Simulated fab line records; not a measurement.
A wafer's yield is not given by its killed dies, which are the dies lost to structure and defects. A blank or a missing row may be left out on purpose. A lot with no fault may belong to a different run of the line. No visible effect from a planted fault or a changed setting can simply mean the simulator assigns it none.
Which tool was responsible? | flow gf180mcu | 6 lots, 18 wafers sampled, at 2 steps of a route of 602

## WHAT THE GAUGES READ, wafer by wafer
GF_PSD_RS_MEAS_14: uses a four-point probe to measure.
lot  | measured     | on           | NSD_RS (ohm/sq)
L485 | day 14 19:29 | filmMetro-03 | 46.01 46.23 46.08
L488 | day 15 19:17 | filmMetro-03 | 46.09 46.16 46.12
L493 | day 17 11:02 | filmMetro-01 | 46.26 46.05 46.20
L495 | day 18 04:17 | filmMetro-01 | 46.07 47.27 47.29 46.11 47.25 47.23
L505 | day 21 11:00 | filmMetro-03 | 46.00 46.17 46.17
L507 | day 22 13:35 | filmMetro-01 | 46.12 46.19 46.11

## EACH LOT AND THE TOOL THAT RAN IT (in order: tool; ch and the chambers of the sampled wafers; start)
lot  | GF_PSD_RTA_13
L485 | rtpAnneal-01 ch 0, day 14 19:24
L488 | rtpAnneal-01 ch 0, day 15 19:11
L493 | rtpAnneal-02 ch 0, day 17 10:56
L495 | rtpAnneal-02 ch 0, day 18 04:12
L505 | rtpAnneal-01 ch 0, day 21 10:55
L507 | rtpAnneal-01 ch 0, day 22 13:30
- GF_PSD_RTA_13: time 20 s.

## THE ANSWER, worked out from the rows above alone
Rule: usual is defined by the lots themselves. The widest of any qualifying gaps counts: lots, ordered by their means at a reading, are off when they make up no more than a third of the lots, leave a main group of 4 or more, and stand apart from it by 3 or more times the standard deviation of that group's means. The tables above print the reading to a certain number of digits; a main group whose means all agree to those digits is not used. Also off: a lot with no number at a reading for which 4 or more lots have one. All remaining lots with rows at the step are treated as sound.
Off: at GF_PSD_RS_MEAS_14 (NSD_RS), L495. The main group has a mean of 46.13 ohm/sq with a standard deviation of 0.023.
If a tool, at a process step before that reading, ran all the lots that are off and no sound lot after the first of them, it fits. Gauges at GF_PSD_RS_MEAS_14: tried the same way as those tools. One fits: rtpAnneal-02 at GF_PSD_RTA_13. A fault onset in the window from L493 (day 17 10:56, its last sound lot) to L495 (day 18 04:12, its first lot off) fits.

## WHAT WAS PUT IN BY THE SIMULATOR
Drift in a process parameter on rtpAnneal-02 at GF_PSD_RTA_13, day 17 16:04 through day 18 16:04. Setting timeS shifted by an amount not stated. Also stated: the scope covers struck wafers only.
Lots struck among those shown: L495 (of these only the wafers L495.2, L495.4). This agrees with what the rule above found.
